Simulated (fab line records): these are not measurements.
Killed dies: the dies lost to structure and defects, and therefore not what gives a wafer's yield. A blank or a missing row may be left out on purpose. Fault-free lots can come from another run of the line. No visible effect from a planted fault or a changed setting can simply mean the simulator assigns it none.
The tool behind it: which one? :: flow gf180mcu :: 15 lots, 45 wafers sampled, at 2 steps of a route of 602

WHAT THE GAUGES SHOWED, per wafer
GF_CONTACT_THK_MEAS_26: measures by xrf. Usual: for CONTACT_W_THK the level is 301 nm and the standard deviation is 4.7.
lot: L696
measured: day 17 04:50
on: film metro-02
CONTACT_W_THK (nm): 301 301 299
flag: 

lot: L697
measured: day 17 08:31
on: film metro-03
CONTACT_W_THK (nm): 301 302 298
flag: 

lot: L698
measured: day 17 11:44
on: film metro-03
CONTACT_W_THK (nm): 297 302 300
flag: 

lot: L699
measured: day 17 20:18
on: film metro-02
CONTACT_W_THK (nm): 307 307 308
flag: 

lot: L702
measured: day 19 07:13
on: film metro-02
CONTACT_W_THK (nm): 292 295 292
flag: 

lot: L703
measured: day 19 12:16
on: film metro-03
CONTACT_W_THK (nm): 310 308 308
flag: 

lot: L704
measured: day 19 22:23
on: film metro-01
CONTACT_W_THK (nm): 311 305 309
flag: 

lot: L706
measured: day 20 18:28
on: film metro-01
CONTACT_W_THK (nm): 304 307 305
flag: 

lot: L707
measured: day 21 07:46
on: film metro-03
CONTACT_W_THK (nm): 301 298 301
flag: 

lot: L708
measured: day 21 14:34
on: film metro-02
CONTACT_W_THK (nm): 298 293 293
flag: 

lot: L709
measured: day 21 18:01
on: film metro-01
CONTACT_W_THK (nm): 298 296 298
flag: 

lot: L712
measured: day 22 20:34
on: film metro-02
CONTACT_W_THK (nm): 299 298 298
flag: 

lot: L713
measured: day 22 23:31
on: film metro-03
CONTACT_W_THK (nm): 302 302 303
flag: 

lot: L716
measured: day 23 23:14
on: film metro-02
CONTACT_W_THK (nm): 301 302 299
flag: 

lot: L717
measured: day 24 04:49
on: film metro-02
CONTACT_W_THK (nm): 298 297 295
flag: 

EACH LOT AND THE TOOL THAT RAN IT (in order: tool; ch and the chambers of the sampled wafers; start)
lot: L696
GF_CONTACT_SPUTTER_22: pvd sputter-01, day 17 04:31

lot: L697
GF_CONTACT_SPUTTER_22: pvd sputter-01, day 17 08:11

lot: L698
GF_CONTACT_SPUTTER_22: pvd sputter-02, day 17 11:25

lot: L699
GF_CONTACT_SPUTTER_22: pvd sputter-01, day 17 19:57

lot: L702
GF_CONTACT_SPUTTER_22: pvd sputter-01, day 19 06:53

lot: L703
GF_CONTACT_SPUTTER_22: pvd sputter-01, day 19 11:56

lot: L704
GF_CONTACT_SPUTTER_22: pvd sputter-03, day 19 22:04

lot: L706
GF_CONTACT_SPUTTER_22: pvd sputter-03, day 20 18:09

lot: L707
GF_CONTACT_SPUTTER_22: pvd sputter-03, day 21 07:26

lot: L708
GF_CONTACT_SPUTTER_22: pvd sputter-03, day 21 14:14

lot: L709
GF_CONTACT_SPUTTER_22: pvd sputter-03, day 21 17:41

lot: L712
GF_CONTACT_SPUTTER_22: pvd sputter-01, day 22 20:14

lot: L713
GF_CONTACT_SPUTTER_22: pvd sputter-01, day 22 23:11

lot: L716
GF_CONTACT_SPUTTER_22: pvd sputter-02, day 23 22:55

lot: L717
GF_CONTACT_SPUTTER_22: pvd sputter-03, day 24 04:29
- GF_CONTACT_SPUTTER_22: material Ti, target thk 15 nm, time 80.02 s.

AS READ BY THE TOOLS THEMSELVES (means over the sampled wafers that have a number; for cases with no such wafer, the mark the record gives instead)
GF_CONTACT_SPUTTER_22. Usual: cathode dc power W 2500.0 W, standard deviation 0.47; chamber pressure pa 4.999 Pa, standard deviation 0.01; substrate temp c 200.01 C, standard deviation 0.17; throttle valve pct 30.2 %, standard deviation 1.
lot: L696
tool: pvd sputter-01
cathode dc power W (W): 2499.7
chamber pressure pa (Pa): 5.005
substrate temp c (C): 200.08
throttle valve pct (%): 30.1
flag: 

lot: L697
tool: pvd sputter-01
cathode dc power W (W): 2499.6
chamber pressure pa (Pa): 5.003
substrate temp c (C): 200.11
throttle valve pct (%): 30.1
flag: 

lot: L698
tool: pvd sputter-02
cathode dc power W (W): 2499.8
chamber pressure pa (Pa): 5.001
substrate temp c (C): 200.05
throttle valve pct (%): 30.7
flag: 

lot: L699
tool: pvd sputter-01
cathode dc power W (W): 2500.3
chamber pressure pa (Pa): 5.002
substrate temp c (C): 199.88
throttle valve pct (%): 30.0
flag: 

lot: L702
tool: pvd sputter-01
cathode dc power W (W): 2500.2
chamber pressure pa (Pa): 5.002
substrate temp c (C): 200.22
throttle valve pct (%): 29.2
flag: 

lot: L703
tool: pvd sputter-01
cathode dc power W (W): 2499.9
chamber pressure pa (Pa): 5.001
substrate temp c (C): 199.92
throttle valve pct (%): 29.4
flag: 

lot: L704
tool: pvd sputter-03
cathode dc power W (W): 2499.8
chamber pressure pa (Pa): 4.991
substrate temp c (C): 199.98
throttle valve pct (%): 31.5
flag: 

lot: L706
tool: pvd sputter-03
cathode dc power W (W): 2499.7
chamber pressure pa (Pa): 5.010
substrate temp c (C): 199.96
throttle valve pct (%): 31.0
flag: 

lot: L707
tool: pvd sputter-03
cathode dc power W (W): 2500.3
chamber pressure pa (Pa): 4.998
substrate temp c (C): 200.04
throttle valve pct (%): 29.3
flag: 

lot: L708
tool: pvd sputter-03
cathode dc power W (W): 2499.9
chamber pressure pa (Pa): 4.991
substrate temp c (C): 199.90
throttle valve pct (%): 30.1
flag: 

lot: L709
tool: pvd sputter-03
cathode dc power W (W): 2500.2
chamber pressure pa (Pa): 5.001
substrate temp c (C): 199.89
throttle valve pct (%): 29.4
flag: 

lot: L712
tool: pvd sputter-01
cathode dc power W (W): 2499.9
chamber pressure pa (Pa): 5.010
substrate temp c (C): 200.02
throttle valve pct (%): 29.1
flag: 

lot: L713
tool: pvd sputter-01
cathode dc power W (W): 2499.8
chamber pressure pa (Pa): 5.005
substrate temp c (C): 199.84
throttle valve pct (%): 30.1
flag: 

lot: L716
tool: pvd sputter-02
cathode dc power W (W): 2499.9
chamber pressure pa (Pa): 4.985
substrate temp c (C): 199.91
throttle valve pct (%): 30.3
flag: 

lot: L717
tool: pvd sputter-03
cathode dc power W (W): 2500.1
chamber pressure pa (Pa): 5.007
substrate temp c (C): 199.84
throttle valve pct (%): 31.7
flag: 

THE ANSWER, worked out from the rows above alone
Rule: take the mean of a lot's wafers that have a number; if it is more than 3 standard deviations from the usual mean, the lot is off. A lot without any number at a reading at which 4 lots or more have one is off too. The other lots that the step has rows for count as sound. First the gauges in route order, then the tools' own readings, where a lot's mean is used as printed above. The first step at which some lot is off is used, and at that step the reading that is off furthest; a lot without a number counts as furthest.
Across all readings shown, no lot is off: no conclusion can be drawn from this.

WHAT THE SIMULATOR PUT IN
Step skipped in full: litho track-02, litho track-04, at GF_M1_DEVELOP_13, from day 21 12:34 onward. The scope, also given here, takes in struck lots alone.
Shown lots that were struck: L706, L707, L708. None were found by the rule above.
